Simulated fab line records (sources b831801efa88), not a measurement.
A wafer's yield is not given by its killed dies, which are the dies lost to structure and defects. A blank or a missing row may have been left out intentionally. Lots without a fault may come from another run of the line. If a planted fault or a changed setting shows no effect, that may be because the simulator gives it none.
Struck lot and sound lot, side by side -- flow sky130 -- 32 out of 708 route steps
Sound: wafers L225.1, L225.4, L225.5. Struck: wafers L235.1, L235.4, L235.5. The cause comes at the end.
Order at every step that has rows: each side's tool, ch and its chambers, its first start. Under that, the readings that differ: sound wafers -- struck wafers -- difference of the means -- sigmas: that difference in standard deviations of wafers without a fault.
alike: same words and numbers on both sides, and readings whose means sit less than 2 such deviations apart. not compared: any withheld reading, any reading some wafer has no value for, any bound like >300 that may hide the same value, and any number with overlapping values for which the record gives no deviation.
Wherever a step has rows on one side only, a row that says differs or no value, or a row with sigmas, the two part there. Non-overlapping numbers with no deviation appear without sigmas and do not part them. A reading that every wafer of one side lacks parts them only if that side has two wafers or more.

SKY_PWDE_OVL_MEAS_07:
  sound on overlay-02 at day 4 03:59; struck on overlay-02 at day 6 16:34
  alike: PWDE_OVL
following that, these wafers have no rows for 1 step: SKY_PWDE_IMPLANT_08.
SKY_PWDE_STRIP_09: strips in O2/N2.
  sound on plasma_asher-03 ch 0,1, day 4 04:10; struck on plasma_asher-01 ch 0,1, day 6 16:45
  alike: drypump_motor_current_A, oes_product_au, strip_time_to_endpoint_s
  not compared: rf_hours_counter_h
SKY_PWDE_TW_MEAS_10:
  sound on film_metro-01 at day 4 04:16; struck on film_metro-01 at day 6 16:51
  alike: PWDE_TW
then, 7 steps without rows for these wafers: SKY_NWELL_DEHYDRATE_03 (time 60 s); SKY_NWELL_HMDS_04 (prime time 60 s); SKY_NWELL_COAT_05 (resist thk 3000 nm); SKY_NWELL_SOFTBAKE_06; SKY_NWELL_EXPOSE_07 (exposes mask NWM, target cd 840 nm); SKY_NWELL_PEB_08; SKY_NWELL_DEVELOP_09 (develop time 60 s).
SKY_NWELL_OVL_MEAS_10:
  sound on overlay-01 at day 4 20:55; struck on overlay-02 at day 7 12:10
  alike: NWELL_00_OVL
SKY_NWELL_IMPLANT_11:
  sound on implanter-01 ch 0, day 4 20:57; struck on implanter-01 ch 0, day 7 12:11
reading,sound,struck,difference,sigmas
beam_on_s (s),9.50 10.10 10.02,67.85 66.09 66.88,+57.07,+99 or more
dose_ions_cm2,1.9002e+13 1.9019e+13 1.9033e+13,1.7409e+14 1.7404e+14 1.7403e+14,+1.5504e+14,+99 or more
faraday_current_uA,112.5 105.5 107.7,144.4 148.8 146.8,+38.1,+17
  alike: beam_energy_keV
then, 2 steps without rows for these wafers: SKY_NWELL_IMPLANT_12; SKY_NWELL_IMPLANT_13.
SKY_NWELL_STRIP_14: strips in O2/N2.
  sound on plasma_asher-04 ch 0,1, day 4 21:24; struck on plasma_asher-02 ch 1, day 7 12:38
  alike: drypump_motor_current_A, oes_product_au, strip_time_to_endpoint_s
  not compared: rf_hours_counter_h
SKY_NWELL_TW_MEAS_15:
  sound on film_metro-01 at day 4 21:30; struck on film_metro-01 at day 7 12:44
reading,sound,struck,difference,sigmas
NWELL_TW,1820 1813 1819,3643 3622 3630,+1814,+99 or more
then, 7 steps without rows for these wafers: SKY_NWELL_DEHYDRATE_16 (time 60 s); SKY_NWELL_HMDS_17 (prime time 60 s); SKY_NWELL_COAT_18 (resist thk 3000 nm); SKY_NWELL_SOFTBAKE_19; SKY_NWELL_EXPOSE_20 (exposes mask NWM COMPLEMENT, target cd 840 nm); SKY_NWELL_PEB_21; SKY_NWELL_DEVELOP_22 (develop time 60 s).
SKY_NWELL_OVL_MEAS_23:
  sound on overlay-02 at day 5 14:25; struck on overlay-02 at day 8 08:25
  alike: NWELL_01_OVL
following that, these wafers have no rows for 1 step: SKY_NWELL_IMPLANT_24.
SKY_NWELL_STRIP_25: strips in O2/N2.
  sound on plasma_asher-03 ch 0,1, day 5 14:36; struck on plasma_asher-02 ch 0,1, day 8 08:35
  alike: drypump_motor_current_A, oes_product_au, strip_time_to_endpoint_s
  not compared: rf_hours_counter_h
SKY_NWELL_TW_MEAS_26:
  sound on film_metro-04 at day 5 14:42; struck on film_metro-04 at day 8 08:41
  alike: NWELL_2_TW
then, 1 step without rows for these wafers: SKY_NWELL_CLEAN_27 (cleans in SC1/SC2, time 150 s).
SKY_NWELL_RTA_28: time 30 s.
  sound on rtp_anneal-02 ch 0, day 5 14:49; struck on rtp_anneal-02 ch 0, day 8 08:48
  alike: chamber_o2_ppm, lamp_power_pct, wafer_temp_C_max
SKY_NWELL_RS_MEAS_29: the measuring method here is four-point-probe.
  sound on film_metro-04 at day 5 14:55; struck on film_metro-02 at day 8 08:54
reading,sound,struck,difference,sigmas
NWELL_RS (ohm/sq),623.6 624.7 626.1,180.3 180.4 180.1,-444.5,-99 or more
-- the record jumps here: 40 days lie between the struck wafers' starts before and after (it left off in module NWELL and takes up again in module PAD_OPEN, whose first step shown is number 708 of the route) --
SKY_PAD_OPEN_PROBE_99:
  sound on prober-01 at day 46 02:47; struck on prober-01 at day 48 18:18
reading,sound,struck,difference,sigmas
killed_at_other,0 0 0,1 0 3,+1,+2
killed_dies,103 106 89,81 68 82,-22,-3
killed_open,63 58 47,45 41 42,-13,-2
  alike: killed_at_M0_to_M3, killed_at_M4_up, killed_at_contacts, killed_at_front_end, killed_short

WHERE THEY PART
At SKY_NWELL_IMPLANT_11 first; at SKY_PAD_OPEN_PROBE_99 last (within this record only).

WHY: the cause the simulator had injected
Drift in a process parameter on implanter-01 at SKY_NWELL_IMPLANT_11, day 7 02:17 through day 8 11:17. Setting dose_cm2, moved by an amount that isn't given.
